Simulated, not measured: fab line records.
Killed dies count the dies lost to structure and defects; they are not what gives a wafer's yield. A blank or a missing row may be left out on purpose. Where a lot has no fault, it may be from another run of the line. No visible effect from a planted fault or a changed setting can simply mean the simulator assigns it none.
fab line records | flow sky130
record: lots: 14 wafers: 42 lastDay: 50
route steps=708 shown LDD_N@245
lots untouched by any fault: they come from a run of this same line in which no faults occurred
startH: hours from the record's first day to the start of the lot's first wafer shown | waitH: how many hours have passed since the lot's step before this one | " as in the row above | L1.1+2: one row covering several wafers at once | - no value present, or no start provided | * or withheld: withheld | < > ~ a bound
route shown NAME@n: a module of which the file shows steps, and the number in the route of the first | usual: the fault-free wafers' mean and standard deviation | same: alike in all rows | chamber/n: place in a boat | sites: readings site by site | _std_site: standard deviation across them | _edge_site: outer sites' mean less inner sites' | radiusMm: for every site, how far away it sits from the centre of the wafer | mask NAME#n: copy n | behind: tool/chamber where the wafer was last shaped | hold: cause of the lot's hold/its duration in hours/its outcome | device: which transistor (n, p or np) failed to switch | end of line: at the end of the route, the tests of the same wafers | a step with no rows: only its recipe | killed: at the first sort, the dies lost to defects and structure; wafer yield is something else | map: dies across one wafer; x = killed, . = not, _ = none there
set.NAME: setting as actually run; set.NAME@STEP: the setting as run at that earlier step | model.NAME: the simulator's own value behind a step, which no gauge read
the route's steps for a sample of lots (tables are steps, rows are wafers)
services: the hour from which a tool's chamber was out of use, counted from the record's first day as startH (under 0 if before that day), plus the number of hours and why
== steps ==
step: SKY_LDD_N_IMPLANT_08
recipe: species: As energyKev: 20 doseCm2: 7.5e+13 tiltDeg: withheld rotationDeg: 23
usual: doseIonsCm2: 7.498e+13/7.9e+10 faradayCurrentUA: 423/8.4
columns lot.wafer tool chamber startH waitH doseIonsCm2 faradayCurrentUA
L859.1 implanter-04 0 405.82 0.0 7.49e+13 427
L859.3 " 0 " " 7.488e+13 430
L859.6 " 0 " " 7.502e+13 418
L861.1 implanter-03 0 423.07 0.0 7.506e+13 425
L861.2 " 0 " " 7.505e+13 422
L861.3 " 0 " " 7.507e+13 418
L862.2 implanter-03 0 431.70 0.0 7.507e+13 429
L862.3 " 0 " " 7.507e+13 419
L862.6 " 0 " " 7.501e+13 416
L864.1 implanter-04 0 444.42 0.0 7.491e+13 416
L864.2 " 0 " " 7.494e+13 407
L864.4 " 0 " " 7.489e+13 412
L865.3 implanter-02 0 453.82 0.1 7.5e+13 423
L865.4 " 0 " " 7.496e+13 424
L865.5 " 0 " " 7.5e+13 436
L866.3 implanter-02 0 484.47 0.1 7.502e+13 425
L866.5 " 0 " " 7.503e+13 427
L866.6 " 0 " " 7.504e+13 418
L867.2 implanter-04 0 485.18 0.7 7.48e+13 432
L867.5 " 0 " " 7.501e+13 426
L867.6 " 0 " " 7.492e+13 426
L868.3 implanter-02 0 488.57 0.1 7.488e+13 406
L868.4 " 0 " " 7.507e+13 420
L868.6 " 0 " " 7.492e+13 427
L870.3 implanter-02 0 497.07 0.1 7.506e+13 433
L870.4 " 0 " " 7.496e+13 420
L870.5 " 0 " " 7.498e+13 417
L869.3 implanter-03 0 499.92 0.1 7.497e+13 434
L869.5 " 0 " " 7.496e+13 416
L869.6 " 0 " " 7.496e+13 419
L872.3 implanter-03 0 514.72 0.1 4.611e+13 263
L872.5 " 0 " " 4.619e+13 259
L872.6 " 0 " " 4.626e+13 272
L873.1 implanter-03 0 528.02 0.0 4.642e+13 261
L873.2 " 0 " " 4.619e+13 274
L873.6 " 0 " " 4.623e+13 250
L881.2 implanter-04 0 598.00 0.0 7.499e+13 419
L881.3 " 0 " " 7.49e+13 422
L881.5 " 0 " " 7.488e+13 423
L882.1 implanter-04 0 603.77 0.0 7.507e+13 441
L882.2 " 0 " " 7.505e+13 423
L882.3 " 0 " " 7.505e+13 426
step: SKY_LDD_N_STRIP_16
recipe: chemistry: O2/N2 powerW: 1400 pressureMtorr: 1500 platenTempC: withheld o2FlowSccm: 3000 n2FlowSccm: 300 overashFraction: 0.5
usual: drypumpMotorCurrentA: 5.8/0.42 oesProductAu: 0.407/0.0049 stripTimeToEndpointS: 4.328/0.015
columns lot.wafer tool chamber startH waitH drypumpMotorCurrentA oesProductAu rfHoursCounterH stripTimeToEndpointS
L859.1 plasmaAsher-03 1 407.02 0.1 6.3 0.402 59 4.298
L859.3 " 1 " " 6.3 0.407 - 4.332
L859.6 " 0 " " 5.2 0.397 - 4.321
L861.1 plasmaAsher-03 0 424.27 0.1 5.2 0.404 61 4.320
L861.2 " 1 " " 6.3 0.416 61 4.316
L861.3 " 0 " " 5.2 0.414 - 4.326
L862.2 plasmaAsher-03 1 432.87 0.1 6.3 0.419 62 4.351
L862.3 " 1 " " 6.3 0.407 - 4.368
L862.6 " 1 " " 6.4 0.407 - 4.343
L864.1 plasmaAsher-03 0 445.62 0.1 5.2 0.407 63 4.317
L864.2 " 1 " " 6.3 0.400 63 4.339
L864.4 " 0 " " 5.2 0.407 - 4.347
L865.3 plasmaAsher-03 1 455.00 0.1 6.3 0.406 - 4.335
L865.4 " 0 " " 5.2 0.410 - 4.335
L865.5 " 1 " " 6.3 0.399 - 4.349
L866.3 plasmaAsher-02 1 485.66 0.1 5.9 0.411 - 4.321
L866.5 " 0 " " 5.6 0.405 - 4.343
L866.6 " 1 " " 5.8 0.409 - 4.337
L867.2 plasmaAsher-02 0 486.36 0.1 5.6 0.413 6 4.301
L867.5 " 0 " " 5.6 0.410 - 4.328
L867.6 " 1 " " 5.8 0.405 - 4.324
L868.3 plasmaAsher-01 1 489.75 0.1 6.1 0.410 - 4.312
L868.4 " 0 " " 5.5 0.408 - 4.339
L868.6 " 1 " " 6.1 0.405 - 4.309
L870.3 plasmaAsher-01 1 498.25 0.1 6.1 0.410 - 4.338
L870.4 " 0 " " 5.5 0.407 - 4.329
L870.5 " 1 " " 6.1 0.408 - 4.325
L869.3 plasmaAsher-01 1 501.11 0.1 6.2 0.393 - 4.316
L869.5 " 1 " " 6.1 0.400 - 4.341
L869.6 " 0 " " 5.5 0.403 - 4.322
L872.3 plasmaAsher-01 1 515.91 0.1 6.1 0.414 - 4.254
L872.5 " 1 " " 6.1 0.403 - 4.270
L872.6 " 0 " " 5.5 0.401 - 4.264
L873.1 plasmaAsher-02 0 531.45 0.1 5.6 0.418 10 4.270
L873.2 " 1 " " 5.9 0.407 10 4.260
L873.6 " 1 " " 5.9 0.410 - 4.275
L881.2 plasmaAsher-01 1 599.17 0.1 6.1 0.403 50 4.351
L881.3 " 0 " " 5.5 0.410 - 4.342
L881.5 " 0 " " 5.5 0.405 - 4.338
L882.1 plasmaAsher-01 1 604.97 0.1 6.1 0.408 50 4.308
L882.2 " 0 " " 5.5 0.403 50 4.291
L882.3 " 0 " " 5.5 0.412 - 4.283
== services ==
columns tool chamber startH hours kind
plasmaAsher-02 - 385.04 21.0 repair
implanter-03 - 417.47 5.4 repair
plasmaAsher-02 - 421.25 9.0 pm
plasmaAsher-02 0 421.25 9.0 ventCycle
plasmaAsher-02 1 421.25 9.0 ventCycle
implanter-02 - 429.40 4.1 repair
plasmaAsher-02 0 430.25 - clean
plasmaAsher-02 1 430.25 - clean
plasmaAsher-01 - 458.78 8.1 repair
plasmaAsher-03 - 475.92 3.0 repair
implanter-03 - 479.74 6.4 pm
plasmaAsher-03 - 492.63 7.9 repair
plasmaAsher-02 - 512.16 2.7 pm
implanter-03 - 518.11 3.1 repair
plasmaAsher-02 - 575.01 9.5 repair
implanter-03 - 601.23 0.6 repair
implanter-03 - 603.69 23.2 pm
== key ==
firstSign: step: SKY_LDD_N_IMPLANT_08 reading: doseIonsCm2 direction: down sigmas: 99+ usual: * struck: *
effect: step: SKY_LDD_N_IMPLANT_08 reading: faradayCurrentUA direction: down sigmas: 19 usual: 423 struck: 263
effect: step: SKY_LDD_N_STRIP_16 reading: stripTimeToEndpointS direction: down sigmas: 4.2 usual: * struck: *
metAt SKY_LDD_N_IMPLANT_08
struckLots L872,L873
testerLeftOut L872,L873
onsetBetween 499.92 514.72
fault: kind: processParameterDrift tool: implanter-03 chamber: - onsetH: 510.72 steps: SKY_LDD_N_IMPLANT_08 channel: doseCm2 offset: * shape: step endH: 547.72 actsIn: * stated: *
testerLeftOut: of these lots the tester's yield and bins aren't shown, on N5 and GAA mostly nor the transistor test; their killed dies are dies lost to structure and defects alone, not to doping, threshold or leakage, so they don't give the yield
